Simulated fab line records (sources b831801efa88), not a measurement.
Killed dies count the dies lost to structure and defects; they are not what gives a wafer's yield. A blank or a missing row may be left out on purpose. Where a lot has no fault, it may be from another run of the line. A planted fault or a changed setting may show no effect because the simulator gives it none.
One fault through the eyes of 2 desks    flow gf180mcu    each desk has only its own numbers; what lay behind them comes last

THE METROLOGY DESK
Lot by lot, what the gauges showed, no matter which tool ran the lot: averages of those sampled wafers that carry a number. The brackets show how far a lot's mean lies from the usual mean; more than 4 standard deviations puts the lot out of limits, marked OUT.
Columns: A = M4_OVL at GF_M4_OVL_MEAS_15, usual 0 nm
lot   first seen here  A
L830  day 24 03:27     2
L832  day 25 03:22     -0
L833  day 25 05:01     -8
L834  day 25 09:24     2
L837  day 26 04:58     0
L839  day 26 22:10     -3
L838  day 27 00:08     1
L840  day 27 06:12     2
L848  day 29 12:53     1
L849  day 29 20:47     -1
L850  day 29 20:50     7
L851  day 29 23:53     0
L852  day 30 01:07     -3
Finding of this desk: none of the 13 lots has anything out of limits.

THE TOOL OWNER'S DESK: cmp-02
The tool's own readings at GF_V3_CMP_26 (polishes, stops on SiO2, t overpolish 15 s, target thk 0 nm): means of the sampled wafers that have a number, for each lot that ran on this tool. The brackets show how far a lot's mean lies from the usual mean; more than 4 standard deviations puts the lot out of limits, marked OUT.
Columns: A = motor current A at GF_V3_CMP_26, usual 10.8 A; B = overpolish run s at GF_V3_CMP_26, usual 14.999 s; C = platen rpm at GF_V3_CMP_26, usual 60.00 rpm; D = time to endpoint s at GF_V3_CMP_26, usual 88 s
lot   first seen here  A     B                         C      D
L830  day 23 04:14     11.1  14.993                    59.96  89
L832  day 24 04:50     10.5  15.001                    60.02  92
L833  day 24 07:05     10.6  14.993                    60.00  89
L834  day 24 10:59     10.7  15.002                    60.02  90
L837  day 25 07:35     10.2  15.002                    59.99  92
L838  day 26 02:45     10.5  13.998 (-99 or more) OUT  60.02  90
L840  day 26 10:07     9.6   14.000 (-99 or more) OUT  60.01  89
L849  day 29 00:23     10.1  15.000                    59.99  87
This desk's finding: out of limits on L838, L840; first on L838, day 26 02:45 (overpolish run s at GF_V3_CMP_26). Within limits: L830, L832, L833, L834, L837, L849.

BROUGHT TOGETHER
At day 26 02:45, on L838, L840, the tool owner's desk was in a position to raise an alarm.
Metrology desk: nothing out of limits seen.
The metrology desk has L838, L840 on record, within its limits.
Every lot named ran GF_V3_CMP_26 on cmp-02.

WHAT HAD BEEN PUT IN BY THE SIMULATOR
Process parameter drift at GF_V3_CMP_26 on cmp-02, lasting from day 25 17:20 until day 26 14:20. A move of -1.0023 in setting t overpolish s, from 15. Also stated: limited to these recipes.
Struck lots among those shown: L838, L840.
Each desk's first reading out of limits, in hours after the fault started: the tool owner's desk, 9.
